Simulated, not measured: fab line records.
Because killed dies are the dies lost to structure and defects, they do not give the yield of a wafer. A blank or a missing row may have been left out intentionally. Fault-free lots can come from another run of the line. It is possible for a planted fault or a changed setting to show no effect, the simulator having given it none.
fab line records ; flow sky130 ; part 1 of 2: steps 1 to 27 of 40
record: lots: 5; wafers: 15; lastDay: 49
route steps=708 shown LI_CONTACT@384 LOCAL_INTERCONNECT@387 CONTACT@406
lots untouched by any fault: they come from a run of this same line in which no faults occurred
startH: hours from the record's first day to the start of the lot's first wafer shown ; waitH: how many hours have passed since the lot's step before this one ; " identical to the entry in the row above ; L1.1+2: a single row standing in for several wafers ; - no value present, or no start provided ; * or withheld: withheld ; < > ~ a bound
route shown NAME@n: a module of which the file shows steps, and the number in the route of the first ; usual: mean and standard deviation over wafers with no fault ; same: alike in all rows ; chamber/n: place in a boat ; sites: each site's reading ; _std_site: the standard deviation of these ; _edge_site: mean of outer sites minus mean of inner sites ; radiusMm: how far each site lies from the wafer's centre ; mask NAME#n: copy n ; behind: tool/chamber where the wafer was last shaped ; hold: what put the lot on hold/how long, in hours/how the hold closed ; device: the n, p or np transistor that did not switch ; end of line: tests run on the same wafers once the route is complete ; a step given without rows: its recipe and nothing more ; killed: not the wafer's yield, but the dies lost to structure and defects at the first sort ; map: shows each die of a wafer: x if killed, . if not, _ if none is there
set.NAME: the run value of the setting; set.NAME@STEP: its run value at that earlier step ; model.NAME: the simulator's own value behind a step, which no gauge read
certain route steps with their lots: each step a table, each wafer a row
services: from which hour (startH, from the record's first day; less than 0 if before it) a tool's chamber was out of use, for how many hours, and why
== steps ==
step: SKY_LI_CONTACT_RS_MEAS_22
recipe: thkMeasGauge: four-point-probe; reads: W_of_LI_CONTACT_CVD_21+TiN_of_LI_CONTACT_SPUTTER_20+Ti_of_LI_CONTACT_SPUTTER_19
usual: LI_CONTACT_W_RS: 0.287/0.0031
lot.wafer;tool;chamber;startH;waitH;LI_CONTACT_W_RS[ohm/sq]
L075.2;filmMetro-04;-;671.58;0.1;0.284
L075.3;filmMetro-04;-;671.58;0.1;0.281
L075.4;filmMetro-04;-;671.58;0.1;0.286
L084.2;filmMetro-02;-;754.93;0.1;0.283
L084.3;filmMetro-02;-;754.93;0.1;0.287
L084.5;filmMetro-02;-;754.93;0.1;0.283
L087.1;filmMetro-04;-;788.92;0.1;0.288
L087.3;filmMetro-04;-;788.92;0.1;0.284
L087.4;filmMetro-04;-;788.92;0.1;0.288
L088.1;filmMetro-01;-;793.16;0.1;0.287
L088.4;filmMetro-01;-;793.16;0.1;0.282
L088.5;filmMetro-01;-;793.16;0.1;0.285
L093.3;filmMetro-02;-;816.01;0.1;0.283
L093.5;filmMetro-02;-;816.01;0.1;0.286
L093.6;filmMetro-02;-;816.01;0.1;0.285
step: SKY_LI_CONTACT_THK_MEAS_23
recipe: thkMeasGauge: xrf; reads: W_of_LI_CONTACT_CVD_21
usual: LI_CONTACT_W_THK: 405/6.4
lot.wafer;tool;chamber;startH;waitH;LI_CONTACT_W_THK[nm]
L075.2;filmMetro-04;-;671.69;0.1;411
L075.3;filmMetro-04;-;671.69;0.1;416
L075.4;filmMetro-04;-;671.69;0.1;408
L084.2;filmMetro-02;-;755.04;0.1;410
L084.3;filmMetro-02;-;755.04;0.1;407
L084.5;filmMetro-02;-;755.04;0.1;416
L087.1;filmMetro-04;-;789.04;0.1;395
L087.3;filmMetro-04;-;789.04;0.1;400
L087.4;filmMetro-04;-;789.04;0.1;395
L088.1;filmMetro-01;-;793.28;0.1;403
L088.4;filmMetro-01;-;793.28;0.1;415
L088.5;filmMetro-01;-;793.28;0.1;409
L093.3;filmMetro-02;-;816.11;0.1;413
L093.5;filmMetro-02;-;816.11;0.1;406
L093.6;filmMetro-02;-;816.11;0.1;407
step: SKY_LI_CONTACT_CMP_24
recipe: stopOn: PSG; tOverpolishS: 20; downForcePsi: 3.5; platenRpm: 60; targetThkNm: 0; padVelocityMS: 0.94248
usual: edgeZonePressureFrac: 1.000/0.0047; motorCurrentA: 11.6/0.91; overpolishRunS: 19.999/0.0097; timeToEndpointS: 94/3.6
same: tOverpolishS: 20
lot.wafer;tool;chamber;startH;waitH;edgeZonePressureFrac;motorCurrentA;overpolishRunS;timeToEndpointS
L075.3;cmp-01;0;671.74;0.0;1.006;12.8;20.007;99
L075.4;cmp-01;1;671.74;0.0;0.999;12.8;19.999;96
L075.2;cmp-01;3;671.74;0.0;0.995;11.3;19.985;98
L084.3;cmp-01;3;755.09;0.0;0.992;11.9;19.996;94
L084.2;cmp-01;2;755.09;0.0;0.996;11.1;19.980;94
L084.5;cmp-01;0;755.09;0.0;1.009;12.6;19.992;95
L087.3;cmp-01;1;789.10;0.0;1.002;13.5;20.004;94
L087.4;cmp-01;2;789.10;0.0;1.004;11.7;19.980;90
L087.1;cmp-01;0;789.10;0.0;1.003;11.6;19.984;97
L088.1;cmp-01;2;793.44;0.1;1.000;11.4;19.988;90
L088.4;cmp-01;3;793.44;0.1;1.001;12.0;20.020;92
L088.5;cmp-01;0;793.44;0.1;1.003;11.5;20.007;93
L093.3;cmp-02;3;816.15;0.0;0.998;12.5;20.002;98
L093.5;cmp-02;3;816.15;0.0;0.998;13.3;19.994;95
L093.6;cmp-02;0;816.15;0.0;0.989;10.4;19.991;90
step: SKY_LOCAL_INTERCONNECT_SPUTTER_00
recipe: material: TiN; targetThkNm: 100; tempC: 300; powerW: 6500; timeS: 83.3; chamberPressurePa: 0.4
usual: throttleValvePct: 30.2/1.5
lot.wafer;tool;chamber;startH;waitH;throttleValvePct
L075.2;pvdSputter-02;-;672.04;0.1;30.2
L075.3;pvdSputter-02;-;672.04;0.1;30.2
L075.4;pvdSputter-02;-;672.04;0.1;30.8
L084.2;pvdSputter-01;-;755.39;0.1;33.2
L084.3;pvdSputter-01;-;755.39;0.1;29.8
L084.5;pvdSputter-01;-;755.39;0.1;30.7
L087.1;pvdSputter-03;-;789.40;0.1;29.7
L087.3;pvdSputter-03;-;789.40;0.1;30.3
L087.4;pvdSputter-03;-;789.40;0.1;27.3
L088.1;pvdSputter-01;-;793.64;0.1;31.4
L088.4;pvdSputter-01;-;793.64;0.1;33.2
L088.5;pvdSputter-01;-;793.64;0.1;31.0
L093.3;pvdSputter-01;-;816.45;0.2;29.5
L093.5;pvdSputter-01;-;816.45;0.2;33.4
L093.6;pvdSputter-01;-;816.45;0.2;29.8
step: SKY_LOCAL_INTERCONNECT_RS_MEAS_01
recipe: thkMeasGauge: four-point-probe; reads: TiN_of_LOCAL_INTERCONNECT_SPUTTER_00
usual: LOCAL_INTERCONNECT_TIN_RS: 14.17/0.17
lot.wafer;tool;chamber;startH;waitH;LOCAL_INTERCONNECT_TIN_RS[ohm/sq]
L075.2;filmMetro-02;-;672.12;0.1;14.49
L075.3;filmMetro-02;-;672.12;0.1;14.27
L075.4;filmMetro-02;-;672.12;0.1;14.29
L084.2;filmMetro-02;-;755.48;0.1;13.98
L084.3;filmMetro-02;-;755.48;0.1;14.12
L084.5;filmMetro-02;-;755.48;0.1;13.79
L087.1;filmMetro-02;-;789.46;0.0;14.07
L087.3;filmMetro-02;-;789.46;0.0;14.40
L087.4;filmMetro-02;-;789.46;0.0;14.26
L088.1;filmMetro-01;-;793.70;0.0;14.12
L088.4;filmMetro-01;-;793.70;0.0;14.10
L088.5;filmMetro-01;-;793.70;0.0;14.04
L093.3;filmMetro-03;-;816.55;0.1;14.10
L093.5;filmMetro-03;-;816.55;0.1;14.26
L093.6;filmMetro-03;-;816.55;0.1;14.14
step: SKY_LOCAL_INTERCONNECT_THK_MEAS_02
recipe: thkMeasGauge: xrf; reads: TiN_of_LOCAL_INTERCONNECT_SPUTTER_00
usual: LOCAL_INTERCONNECT_TIN_THK: 97.2/1.4
lot.wafer;tool;chamber;startH;waitH;LOCAL_INTERCONNECT_TIN_THK[nm]
L075.2;filmMetro-02;-;672.23;0.1;94.8
L075.3;filmMetro-02;-;672.23;0.1;95.6
L075.4;filmMetro-02;-;672.23;0.1;96.0
L084.2;filmMetro-02;-;755.59;0.1;98.5
L084.3;filmMetro-02;-;755.59;0.1;96.7
L084.5;filmMetro-02;-;755.59;0.1;98.7
L087.1;filmMetro-02;-;789.58;0.1;97.3
L087.3;filmMetro-02;-;789.58;0.1;95.5
L087.4;filmMetro-02;-;789.58;0.1;96.7
L088.1;filmMetro-01;-;793.82;0.1;98.3
L088.4;filmMetro-01;-;793.82;0.1;98.1
L088.5;filmMetro-01;-;793.82;0.1;98.8
L093.3;filmMetro-03;-;816.65;0.1;97.4
L093.5;filmMetro-03;-;816.65;0.1;96.3
L093.6;filmMetro-03;-;816.65;0.1;97.2
step: SKY_LOCAL_INTERCONNECT_DEHYDRATE_03
recipe: tempC: 200; timeS: 60
lot.wafer;tool;chamber;startH;waitH
L075.2+3+4;lithoTrack-03;0;685.65;13.4
L084.2+3+5;lithoTrack-03;0;769.45;13.9
L087.1+3+4;lithoTrack-04;0;802.31;12.7
L088.1+4+5;lithoTrack-02;0;806.12;12.3
L093.3+5+6;lithoTrack-02;0;828.77;12.1
step: SKY_LOCAL_INTERCONNECT_HMDS_04
recipe: primeTimeS: 60; primeTempC: 120
lot.wafer;tool;chamber;startH;waitH
L075.2+3+4;lithoTrack-03;0;685.80;0.1
L084.2+3+5;lithoTrack-03;0;769.60;0.1
L087.1+3+4;lithoTrack-04;0;802.46;0.1
L088.1+4+5;lithoTrack-02;0;806.27;0.1
L093.3+5+6;lithoTrack-02;0;828.92;0.1
step: SKY_LOCAL_INTERCONNECT_COAT_05
recipe: resist: BARC; tempC: withheld; timeS: withheld; spinRpm: 3000; resistThkNm: 60
lot.wafer;tool;chamber;startH;waitH
L075.2+3+4;lithoTrack-03;0;685.95;0.1
L084.2+3+5;lithoTrack-03;0;769.75;0.1
L087.1+3+4;lithoTrack-04;0;802.61;0.1
L088.1+4+5;lithoTrack-02;0;806.42;0.1
L093.3+5+6;lithoTrack-02;0;829.07;0.1
step: SKY_LOCAL_INTERCONNECT_COAT_06
recipe: resist: KrF-thick; spinRpm: 3000; resistThkNm: 450
lot.wafer;tool;chamber;startH;waitH
L075.2+3+4;lithoTrack-03;0;-;-
L084.2+3+5;lithoTrack-03;0;-;-
L087.1+3+4;lithoTrack-04;0;-;-
L088.1+4+5;lithoTrack-02;0;-;-
L093.3+5+6;lithoTrack-02;0;-;-
step: SKY_LOCAL_INTERCONNECT_SOFTBAKE_07
recipe: tempC: 100; timeS: 90; resist: KrF-thick
lot.wafer;tool;chamber;startH;waitH
L075.2+3+4;lithoTrack-03;0;-;-
L084.2+3+5;lithoTrack-03;0;-;-
L087.1+3+4;lithoTrack-04;0;-;-
L088.1+4+5;lithoTrack-02;0;-;-
L093.3+5+6;lithoTrack-02;0;-;-
step: SKY_LOCAL_INTERCONNECT_EXPOSE_08
recipe: maskId: LI1M; na: 0.8; sourceShape: annular; sigmaInner: 0.55; sigmaOuter: 0.85; targetCdNm: 170; doseMj: 28
usual: exposureDoseMJCm2: 27.978/0.027
lot.wafer;tool;chamber;startH;waitH;mask;exposureDoseMJCm2
L075.2;krfScanner-01;0;-;-;LI1M#0;27.936
L075.3;krfScanner-01;0;-;-;LI1M#0;27.982
L075.4;krfScanner-01;0;-;-;LI1M#0;27.950
L084.2;krfScanner-02;0;-;-;LI1M#0;28.009
L084.3;krfScanner-02;0;-;-;LI1M#0;27.989
L084.5;krfScanner-02;0;-;-;LI1M#0;27.971
L087.1;krfScanner-02;0;-;-;LI1M#0;27.929
L087.3;krfScanner-02;0;-;-;LI1M#0;27.994
L087.4;krfScanner-02;0;-;-;LI1M#0;27.988
L088.1;krfScanner-01;0;-;-;LI1M#0;27.912
L088.4;krfScanner-01;0;-;-;LI1M#0;27.999
L088.5;krfScanner-01;0;-;-;LI1M#0;27.988
L093.3;krfScanner-02;0;-;-;LI1M#0;27.953
L093.5;krfScanner-02;0;-;-;LI1M#0;27.997
L093.6;krfScanner-02;0;-;-;LI1M#0;27.995
step: SKY_LOCAL_INTERCONNECT_PEB_09
recipe: pebTempC: withheld; pebTimeS: withheld; resist: KrF-thick
lot.wafer;tool;chamber;startH;waitH
L075.2+3+4;lithoTrack-02;0;-;-
L084.2+3+5;lithoTrack-03;0;-;-
L087.1+3+4;lithoTrack-02;0;-;-
L088.1+4+5;lithoTrack-04;0;-;-
L093.3+5+6;lithoTrack-03;0;-;-
step: SKY_LOCAL_INTERCONNECT_DEVELOP_10
recipe: developTimeS: 60; resist: KrF-thick; devTempC: 21
lot.wafer;tool;chamber;startH;waitH
L075.2+3+4;lithoTrack-02;0;-;-
L084.2+3+5;lithoTrack-03;0;-;-
L087.1+3+4;lithoTrack-02;0;-;-
L088.1+4+5;lithoTrack-04;0;-;-
L093.3+5+6;lithoTrack-03;0;-;-
step: SKY_LOCAL_INTERCONNECT_CD_MEAS_11
recipe: targetCdNm: 170
usual: cdNm: 169.6/1.4
lot.wafer;tool;chamber;startH;waitH;cdNm
L075.2;cdSem-02;-;701.04;-;169.6
L075.3;cdSem-02;-;701.04;-;168.3
L075.4;cdSem-02;-;701.04;-;170.7
L084.2;cdSem-01;-;783.70;-;169.7
L084.3;cdSem-01;-;783.70;-;169.7
L084.5;cdSem-01;-;783.70;-;169.8
L087.1;cdSem-01;-;815.67;-;168.3
L087.3;cdSem-01;-;815.67;-;169.6
L087.4;cdSem-01;-;815.67;-;170.2
L088.1;cdSem-01;-;819.96;-;167.1
L088.4;cdSem-01;-;819.96;-;168.0
L088.5;cdSem-01;-;819.96;-;167.7
L093.3;cdSem-01;-;842.52;-;167.7
L093.5;cdSem-01;-;842.52;-;168.6
L093.6;cdSem-01;-;842.52;-;168.0
step: SKY_LOCAL_INTERCONNECT_OVL_MEAS_12
usual: LOCAL_INTERCONNECT_OVL: -2/5.7
lot.wafer;tool;chamber;startH;waitH;LOCAL_INTERCONNECT_OVL[nm]
L075.2;overlay-01;-;701.15;0.1;-8
L075.3;overlay-01;-;701.15;0.1;-7
L075.4;overlay-01;-;701.15;0.1;-7
L084.2;overlay-01;-;783.81;0.1;6
L084.3;overlay-01;-;783.81;0.1;4
L084.5;overlay-01;-;783.81;0.1;10
L087.1;overlay-01;-;815.79;0.1;-4
L087.3;overlay-01;-;815.79;0.1;-2
L087.4;overlay-01;-;815.79;0.1;7
L088.1;overlay-01;-;820.08;0.1;4
L088.4;overlay-01;-;820.08;0.1;-8
L088.5;overlay-01;-;820.08;0.1;-7
L093.3;overlay-01;-;842.61;0.1;3
L093.5;overlay-01;-;842.61;0.1;1
L093.6;overlay-01;-;842.61;0.1;0
step: SKY_LOCAL_INTERCONNECT_ETCH_13
recipe: chemistry: N2/H2; target: BARC; ionEnergyEv: 200; biasW: 100; pressureMtorr: 30; n2FlowSccm: 100; h2FlowSccm: 200; icpW: 500; stopOn: SiO2; timeS: 45.9; targetDepthA: 600
usual: drypumpMotorCurrentA: 5.8/0.41; oesProductAu: 0.856/0.0051; throttleValvePct: 13.224/0.0095
lot.wafer;tool;chamber;startH;waitH;drypumpMotorCurrentA;oesProductAu;rfHoursCounterH;throttleValvePct
L075.2;rieMetal-02;0;701.18;0.0;6.4;0.844;12;13.230
L075.3;rieMetal-02;0;701.18;0.0;6.4;0.870;-;13.215
L075.4;rieMetal-02;1;701.18;0.0;6.4;0.855;-;13.231
L084.2;rieMetal-02;0;783.84;0.0;6.4;0.849;15;13.226
L084.3;rieMetal-02;1;783.84;0.0;6.4;0.857;-;13.222
L084.5;rieMetal-02;1;783.84;0.0;6.4;0.854;-;13.208
L087.1;rieMetal-04;0;815.83;0.0;5.3;0.861;1;13.222
L087.3;rieMetal-04;0;815.83;0.0;5.3;0.847;-;13.210
L087.4;rieMetal-04;0;815.83;0.0;5.3;0.851;-;13.223
L088.1;rieMetal-03;0;820.12;0.0;5.7;0.858;14;13.239
L088.4;rieMetal-03;0;820.12;0.0;5.7;0.857;-;13.223
L088.5;rieMetal-03;0;820.12;0.0;5.7;0.849;-;13.228
L093.3;rieMetal-04;0;842.66;0.0;5.3;0.861;-;13.217
L093.5;rieMetal-04;0;842.66;0.0;5.3;0.858;-;13.232
L093.6;rieMetal-04;1;842.66;0.0;6.0;0.846;-;13.219
step: SKY_LOCAL_INTERCONNECT_METAL_ETCH_14
recipe: targetDepthNm: 110; stopOn: PSG; chemistry: Cl2/BCl3; target: TiN; resistSidewallDeg: 88; pressureMtorr: 10; icpW: 900; biasW: 48.5; Cl2_flow_sccm: 60; bcl3FlowSccm: 30; timeS: 31.4
usual: drypumpMotorCurrentA: 5.8/0.4; oesProductAu: 0.940/0.0076; throttleValvePct: 21.902/0.01
lot.wafer;tool;chamber;startH;waitH;drypumpMotorCurrentA;oesProductAu;rfHoursCounterH;throttleValvePct
L075.2;rieMetal-02;0;701.24;0.0;6.4;0.931;12;21.919
L075.3;rieMetal-02;0;701.24;0.0;6.4;0.933;-;21.893
L075.4;rieMetal-02;1;701.24;0.0;6.4;0.931;-;21.909
L084.2;rieMetal-02;0;783.90;0.0;6.4;0.945;15;21.886
L084.3;rieMetal-02;1;783.90;0.0;6.4;0.945;-;21.890
L084.5;rieMetal-02;1;783.90;0.0;6.4;0.952;-;21.891
L087.1;rieMetal-04;0;815.95;0.1;5.3;0.959;1;21.897
L087.3;rieMetal-04;0;815.95;0.1;5.3;0.937;-;21.924
L087.4;rieMetal-04;0;815.95;0.1;5.3;0.943;-;21.905
L088.1;rieMetal-03;0;820.18;0.0;5.7;0.943;14;21.907
L088.4;rieMetal-03;0;820.18;0.0;5.7;0.938;-;21.915
L088.5;rieMetal-03;0;820.18;0.0;5.7;0.937;-;21.900
L093.3;rieMetal-04;0;842.72;0.0;5.2;0.949;-;21.872
L093.5;rieMetal-04;0;842.72;0.0;5.2;0.931;-;21.890
L093.6;rieMetal-04;1;842.72;0.0;6.0;0.939;-;21.894
step: SKY_LOCAL_INTERCONNECT_STRIP_15
recipe: chemistry: O2/N2; powerW: 1400; pressureMtorr: 1500; platenTempC: withheld; o2FlowSccm: 3000; n2FlowSccm: 300; overashFraction: 0.5
usual: drypumpMotorCurrentA: 5.8/0.36; oesProductAu: 0.426/0.0047; stripTimeToEndpointS: 4.713/0.023
lot.wafer;tool;chamber;startH;waitH;drypumpMotorCurrentA;oesProductAu;rfHoursCounterH;stripTimeToEndpointS
L075.2;plasmaAsher-04;1;701.29;0.0;5.8;0.423;85;4.737
L075.3;plasmaAsher-04;0;701.29;0.0;5.3;0.422;-;4.742
L075.4;plasmaAsher-04;1;701.29;0.0;5.8;0.428;-;4.772
L084.2;plasmaAsher-02;1;783.95;0.0;5.6;0.420;67;4.704
L084.3;plasmaAsher-02;0;783.95;0.0;5.8;0.428;-;4.780
L084.5;plasmaAsher-02;0;783.95;0.0;5.8;0.425;-;4.753
L087.1;plasmaAsher-02;1;816.05;0.1;5.6;0.424;70;4.675
L087.3;plasmaAsher-02;0;816.05;0.1;5.8;0.421;-;4.684
L087.4;plasmaAsher-02;1;816.05;0.1;5.6;0.421;-;4.712
L088.1;plasmaAsher-02;1;820.23;0.0;5.6;0.426;70;4.691
L088.4;plasmaAsher-02;1;820.23;0.0;5.6;0.431;-;4.684
L088.5;plasmaAsher-02;1;820.23;0.0;5.6;0.439;-;4.693
L093.3;plasmaAsher-04;0;842.78;0.1;5.3;0.417;-;4.710
L093.5;plasmaAsher-04;0;842.78;0.1;5.2;0.428;-;4.703
L093.6;plasmaAsher-04;1;842.78;0.1;5.9;0.428;-;4.709
step: SKY_LOCAL_INTERCONNECT_STRIP_16
recipe: chemistry: postEtchResidueRemover; timeS: 1200; tempC: 72.5
usual: bathGuardTempC: 72.7/0.73
lot.wafer;tool;chamber;startH;waitH;bathGuardTempC
L075.2;wetBench-04;2;701.39;0.1;72.0
L075.3;wetBench-04;2;701.39;0.1;71.8
L075.4;wetBench-04;2;701.39;0.1;71.6
L084.2;wetBench-04;0;784.05;0.1;73.1
L084.3;wetBench-04;0;784.05;0.1;72.9
L084.5;wetBench-04;0;784.05;0.1;72.9
L087.1;wetBench-04;3;816.15;0.1;73.4
L087.3;wetBench-04;3;816.15;0.1;73.7
L087.4;wetBench-04;3;816.15;0.1;73.3
L088.1;wetBench-04;0;820.33;0.1;73.0
L088.4;wetBench-04;0;820.33;0.1;72.9
L088.5;wetBench-04;0;820.33;0.1;72.9
L093.3;wetBench-04;3;842.85;0.0;73.5
L093.5;wetBench-04;3;842.85;0.0;73.8
L093.6;wetBench-04;3;842.85;0.0;73.5
step: SKY_LOCAL_INTERCONNECT_CLEAN_17
recipe: chemistry: IPA; timeS: 180; tempC: 25
lot.wafer;tool;chamber;startH;waitH
L075.2+3+4;wetBench-01;1;701.73;0.0
L084.2+3+5;wetBench-01;3;784.42;0.0
L087.1+3+4;wetBench-02;2;816.53;0.0
L088.1+4+5;wetBench-01;1;820.71;0.0
L093.3+5+6;wetBench-01;0;843.19;0.0
step: SKY_LOCAL_INTERCONNECT_CLEAN_18
recipe: chemistry: O3/DIW; dry: n2Spin
lot.wafer;tool;chamber;startH;waitH
L075.2+3+4;wetBench-02;0;701.80;0.0
L084.2+3+5;wetBench-02;2;784.48;0.0
L087.1+3+4;wetBench-04;1;816.59;0.0
L088.1+4+5;wetBench-02;1;820.77;0.0
L093.3+5+6;wetBench-02;0;843.26;0.0
step: SKY_CONTACT_CVD_00
recipe: material: Si3N4; targetThkNm: 75; tempC: 400; timeS: withheld; rfW: 450
usual: heaterPowerOuterW: 391/59; heaterPowerW: 659/73
lot.wafer;tool;chamber;startH;waitH;heaterPowerOuterW;heaterPowerW
L075.2;pecvd-04;0;701.90;0.0;349;651
L075.3;pecvd-04;1;701.90;0.0;318;542
L075.4;pecvd-04;2;701.90;0.0;383;635
L084.2;pecvd-01;1;784.57;0.0;395;629
L084.3;pecvd-01;2;784.57;0.0;377;643
L084.5;pecvd-01;0;784.57;0.0;418;742
L087.1;pecvd-04;1;816.69;0.0;312;543
L087.3;pecvd-04;2;816.69;0.0;365;608
L087.4;pecvd-04;2;816.69;0.0;371;624
L088.1;pecvd-02;0;820.86;0.0;501;756
L088.4;pecvd-02;2;820.86;0.0;483;804
L088.5;pecvd-02;2;820.86;0.0;488;791
L093.3;pecvd-01;1;843.36;0.0;410;681
L093.5;pecvd-01;0;843.36;0.0;358;675
L093.6;pecvd-01;1;843.36;0.0;410;687
step: SKY_CONTACT_THK_MEAS_01
recipe: reads: Si3N4_of_CONTACT_CVD_00
usual: CONTACT_CVD_00_THK: 74.8/1
lot.wafer;tool;chamber;startH;waitH;CONTACT_CVD_00_THK[nm]
L075.2;filmMetro-01;-;701.94;-;73.7
L075.3;filmMetro-01;-;701.94;-;73.5
L075.4;filmMetro-01;-;701.94;-;75.3
L084.2;filmMetro-03;-;784.62;-;73.9
L084.3;filmMetro-03;-;784.62;-;74.9
L084.5;filmMetro-03;-;784.62;-;74.6
L087.1;filmMetro-01;-;816.72;-;75.7
L087.3;filmMetro-01;-;816.72;-;75.7
L087.4;filmMetro-01;-;816.72;-;77.7
L088.1;filmMetro-01;-;820.91;-;74.7
L088.4;filmMetro-01;-;820.91;-;73.7
L088.5;filmMetro-01;-;820.91;-;74.5
L093.3;filmMetro-01;-;843.41;-;74.2
L093.5;filmMetro-01;-;843.41;-;73.4
L093.6;filmMetro-01;-;843.41;-;74.4
step: SKY_CONTACT_HDPCVD_02
recipe: material: SiO2; targetThkNm: 565; sigmaOpenFrac: 0.3; timeS: 94.2; tempC: 600; sih4FlowSccm: 60; pressureMtorr: 6
lot.wafer;tool;chamber;startH;waitH
L075.2+3+4;hdpcvd-01;1,0,1;701.99;0.0
L084.2+3+5;hdpcvd-02;2,0,2;784.67;0.0
L087.1+3+4;hdpcvd-02;1,0,0;816.78;0.1
L088.1+4+5;hdpcvd-01;0,1,2;820.97;0.1
L093.3+5+6;hdpcvd-01;2,2,0;843.45;0.0
step: SKY_CONTACT_THK_MEAS_03
recipe: reads: SiO2_of_CONTACT_HDPCVD_02
usual: CONTACT_HDPCVD_THK: 566/6.9
lot.wafer;tool;chamber;startH;waitH;CONTACT_HDPCVD_THK[nm]
L075.2;filmMetro-04;-;702.07;0.0;571
L075.3;filmMetro-04;-;702.07;0.0;567
L075.4;filmMetro-04;-;702.07;0.0;574
L084.2;filmMetro-01;-;784.78;0.1;581
L084.3;filmMetro-01;-;784.78;0.1;580
L084.5;filmMetro-01;-;784.78;0.1;581
L087.1;filmMetro-04;-;816.85;0.0;562
L087.3;filmMetro-04;-;816.85;0.0;562
L087.4;filmMetro-04;-;816.85;0.0;564
L088.1;filmMetro-04;-;821.04;0.0;558
L088.4;filmMetro-04;-;821.04;0.0;568
L088.5;filmMetro-04;-;821.04;0.0;564
L093.3;filmMetro-04;-;843.54;0.1;571
L093.5;filmMetro-04;-;843.54;0.1;572
L093.6;filmMetro-04;-;843.54;0.1;561
step: SKY_CONTACT_CMP_04
recipe: material: SiO2; downForcePsi: 4; platenRpm: 60; padVelocityMS: 0.94248
usual: edgeZonePressureFrac: 1.000/0.0055; motorCurrentA: 12.7/1; timeToEndpointS: 81/4
lot.wafer;tool;chamber;startH;waitH;edgeZonePressureFrac;motorCurrentA;timeToEndpointS
L075.2;cmp-01;1;705.02;2.9;0.997;14.7;84
L075.3;cmp-01;2;705.02;2.9;0.996;12.4;84
L075.4;cmp-01;0;705.02;2.9;1.004;12.7;89
L084.2;cmp-01;0;784.88;0.1;1.003;12.7;83
L084.3;cmp-01;1;784.88;0.1;1.002;14.5;78
L084.5;cmp-01;0;784.88;0.1;1.006;13.1;81
L087.3;cmp-02;1;816.91;0.0;0.997;10.9;80
L087.1;cmp-02;2;816.91;0.0;1.002;12.1;80
L087.4;cmp-02;3;816.91;0.0;0.998;13.4;84
L088.4;cmp-02;1;821.15;0.1;0.999;11.1;82
L088.1;cmp-02;3;821.15;0.1;0.996;13.9;82
L088.5;cmp-02;1;821.15;0.1;1.011;11.1;81
L093.3;cmp-02;1;843.58;0.0;1.003;10.9;85
L093.6;cmp-02;1;843.58;0.0;1.003;11.3;83
L093.5;cmp-02;2;843.58;0.0;0.998;12.0;84
